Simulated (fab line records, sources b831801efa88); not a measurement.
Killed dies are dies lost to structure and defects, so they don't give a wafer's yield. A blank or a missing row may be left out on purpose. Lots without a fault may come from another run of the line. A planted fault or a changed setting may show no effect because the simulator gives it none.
Which tool did it? | flow gf180mcu | 13 lots, 39 wafers sampled, at 2 steps of a route of 602

WHAT THE GAUGES READ, wafer by wafer
GF_STI_THK_MEAS_24.
lot  | measured    | on            | STI_CVD_23_THK (nm)
L727 | day 2 05:24 | film_metro-02 | 644 652 642
L729 | day 2 14:16 | film_metro-01 | 645 637 643
L730 | day 2 21:15 | film_metro-02 | 654 651 646
L732 | day 3 06:31 | film_metro-01 | 648 656 651
L733 | day 3 10:40 | film_metro-03 | 648 645 652
L734 | day 3 14:57 | film_metro-01 | 663 657 653
L740 | day 5 00:33 | film_metro-02 | 640 655 646
L741 | day 5 08:41 | film_metro-03 | 636 645 650
L743 | day 5 16:55 | film_metro-02 | 636 645 643
L744 | day 5 20:56 | film_metro-01 | 662 657 656
L746 | day 6 07:44 | film_metro-03 | 656 651 655
L747 | day 6 13:08 | film_metro-03 | 649 656 657
L748 | day 6 18:18 | film_metro-03 | 646 653 642

GF_NWELL_TW_MEAS_11.
lot  | measured    | on            | NWELL_TW
L727 | day 3 09:22 | film_metro-04 | 1575 1573 1584
L729 | day 3 17:55 | film_metro-03 | 1578 1575 1588
L730 | day 4 03:31 | film_metro-03 | 1573 1562 1562
L732 | day 4 11:55 | film_metro-02 | 1568 1573 1575
L733 | day 4 14:51 | film_metro-02 | 1564 1569 1563
L734 | day 4 19:38 | film_metro-03 | 1578 1576 1571
L740 | day 6 11:34 | film_metro-03 | 1575 1572 1577
L741 | day 6 21:12 | film_metro-02 | 1575 1579 1581
L743 | day 7 03:50 | film_metro-04 | 1575 1574 1581
L744 | day 7 07:07 | film_metro-03 | 1577 1567 1572
L746 | day 7 17:43 | film_metro-04 | 1587 1578 1584
L747 | day 7 23:12 | film_metro-04 | 1581 1575 1580
L748 | day 8 05:18 | film_metro-04 | 1576 1570 1561

WHICH TOOL RAN EACH LOT (tool, then ch and the chambers of the sampled wafers, then the start)
The record holds no process step before these readings.

WHAT THE TOOLS THEMSELVES READ (means of the sampled wafers that have a number; where no wafer has one, the mark that the record gives instead)
The record holds no such reading with a usual standard deviation.

THE ANSWER, worked out from the rows above alone
Rule: what is usual is taken from the lots themselves. Put in order of their means at a reading, lots are off if they are a third of the lots or fewer, leave a main group of 4 or more, and stand apart from it by a gap of 3 or more times the standard deviation of the main group's means; of several such gaps the widest counts. A main group whose means are all the same, to the digits that the tables above print for the reading, isn't used. A lot without any number at a reading at which 4 lots or more have one is off too. The other lots that the step has rows for count as sound. The gauges are gone through in route order, then the tools' own readings, and for those a lot's mean is taken as printed above. The first step at which some lot is off is used, and at that step the reading that is off furthest; a lot without a number counts as furthest.
No lot is off at any reading shown: from this, nothing can be told.

WHAT THE SIMULATOR HAD PUT IN
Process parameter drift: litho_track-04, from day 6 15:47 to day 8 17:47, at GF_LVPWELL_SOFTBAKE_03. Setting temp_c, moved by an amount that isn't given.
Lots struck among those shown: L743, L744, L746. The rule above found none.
